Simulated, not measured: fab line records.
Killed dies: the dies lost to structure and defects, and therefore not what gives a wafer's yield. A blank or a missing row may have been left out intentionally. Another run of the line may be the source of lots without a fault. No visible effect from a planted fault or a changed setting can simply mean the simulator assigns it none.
Which tool was responsible? -- flow gf180mcu -- 6 lots, 18 wafers sampled, at 3 steps of a route of 602

## WHAT EACH GAUGE READ, for each wafer
GF_V3_THK_MEAS_25: measures by xrf.
lot,measured,on,V3_W_THK (nm)
L733,day 23 06:41,film_metro-04,362 355 358
L738,day 25 07:53,film_metro-04,351 358 354
L742,day 26 13:22,film_metro-04,363 353 358
L747,day 27 14:47,film_metro-04,358 358 357
L749,day 28 09:10,film_metro-04,349 353 360
L752,day 29 01:58,film_metro-04,365 361 357

## WHAT TOOL EACH LOT RAN ON (gives the tool, then ch and the chambers of the sampled wafers, and finally the start)
lot,GF_V3_ETCH_17,GF_V3_SPUTTER_21
L733,"rie_diel-04 ch 0,3, day 23 06:20 or earlier","pvd_sputter-02, day 23 06:20"
L738,"rie_diel-03 ch 0,1, day 25 07:32 or earlier","pvd_sputter-02, day 25 07:32"
L742,"rie_diel-01 ch 3, day 26 13:02 or earlier","pvd_sputter-02, day 26 13:02"
L747,"rie_diel-01 ch 0,2,3, day 27 14:27 or earlier","pvd_sputter-03, day 27 14:27"
L749,"rie_diel-04 ch 1,3, day 28 08:49 or earlier","pvd_sputter-02, day 28 08:49"
L752,"rie_diel-04 ch 0,1, day 29 01:37 or earlier","pvd_sputter-02, day 29 01:37"
- GF_V3_ETCH_17: etches SiO2 in C4F8/O2/Ar, stops on TiN, target depth 635 nm.
- GF_V3_SPUTTER_21: material Ti, target thk 15 nm, time 80.02 s.

## THE ANSWER, worked out from the rows above alone
Rule: what is usual is taken from the lots themselves. Put in order of their means at a reading, lots are off if they are a third of the lots or fewer, leave a main group of 4 or more, and stand apart from it by a gap of 3 or more times the standard deviation of the main group's means; of several such gaps the widest counts. The tables above print the reading to a certain number of digits; a main group whose means all agree to those digits is not used. A lot without any number at a reading at which 4 lots or more have one is off too. The other lots that the step has rows for count as sound.
Nothing can be told from this: no lot is off at any reading shown.

## WHAT THE SIMULATOR HAD PUT IN
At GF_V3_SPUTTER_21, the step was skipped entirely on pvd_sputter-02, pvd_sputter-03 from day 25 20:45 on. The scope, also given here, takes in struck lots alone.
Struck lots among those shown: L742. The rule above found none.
